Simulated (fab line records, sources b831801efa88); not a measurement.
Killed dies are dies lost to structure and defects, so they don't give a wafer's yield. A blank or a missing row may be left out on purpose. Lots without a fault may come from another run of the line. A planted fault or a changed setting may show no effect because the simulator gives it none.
One fault seen from 2 desks | flow sky130 | each desk has only its own numbers; what lay behind them comes last

THE TOOL OWNER'S DESK: rie_metal-04
The tool's own readings at SKY_CAP2M_METAL_ETCH_13 (etches TiN in Cl2/BCl3, stops on SiO2, target depth 220 nm, time 62.9 s): means of the sampled wafers that have a number, for each lot that ran on this tool. A lot is out of limits, marked OUT, if its mean lies more than 4 standard deviations from the usual mean; the brackets give that distance.
Columns: A = drypump_motor_current_A at SKY_CAP2M_METAL_ETCH_13, usual 5.67 A; B = oes_product_au at SKY_CAP2M_METAL_ETCH_13, usual 0.939 a.u.; C = throttle_valve_pct at SKY_CAP2M_METAL_ETCH_13, usual 21.903 %
lot  | first seen here | A    | B     | C
L182 | day 40 19:11    | 5.62 | 0.944 | 21.895
L187 | day 42 11:45    | 5.59 | 0.939 | 21.910
L188 | day 43 08:21    | 5.60 | 0.940 | 21.892
L192 | day 43 20:13    | 5.60 | 0.945 | 21.897
L193 | day 44 01:33    | 5.60 | 0.939 | 21.913
L194 | day 44 13:01    | 5.60 | 0.939 | 21.898
L201 | day 46 05:58    | 5.62 | 0.922 | 21.910
L203 | day 46 14:29    | 5.63 | 0.928 | 21.922
This desk's finding: nothing out of limits on any of the 8 lots.

THE METROLOGY DESK
What the gauges read, lot by lot, whatever tool the lot ran on: means of the sampled wafers that have a number. A lot is out of limits, marked OUT, if its mean lies more than 4 standard deviations from the usual mean; the brackets give that distance.
Columns: A = LI_CONTACT_W_RS at SKY_LI_CONTACT_RS_MEAS_22, usual 0.282 ohm/sq; B = METAL1_ALCU_THK at SKY_METAL1_THK_MEAS_06, usual 249.4 nm
lot  | first seen here | A     | B
L182 | day 29 05:39    | 0.291 | 250.1
L184 | day 29 18:32    | 0.290 | 251.8
L183 | day 30 01:20    | 0.281 | 248.4
L186 | day 30 12:14    | 0.290 | 249.2
L187 | day 31 04:42    | 0.287 | 251.5
L188 | day 32 04:52    | 0.274 | 251.6
L192 | day 32 19:28    | 0.269 | 248.3
L193 | day 32 23:29    | 0.282 | 250.5
L194 | day 33 11:53    | 0.274 | 252.3
L201 | day 35 15:25    | 0.283 | 250.8
L203 | day 36 00:39    | 0.285 | 248.2
L205 | day 36 13:37    | 0.280 | 247.1
This desk's finding: nothing out of limits on any of the 12 lots.

PUT TOGETHER
The tool owner's desk saw nothing out of limits.
The metrology desk saw nothing out of limits.

WHAT THE SIMULATOR HAD PUT IN
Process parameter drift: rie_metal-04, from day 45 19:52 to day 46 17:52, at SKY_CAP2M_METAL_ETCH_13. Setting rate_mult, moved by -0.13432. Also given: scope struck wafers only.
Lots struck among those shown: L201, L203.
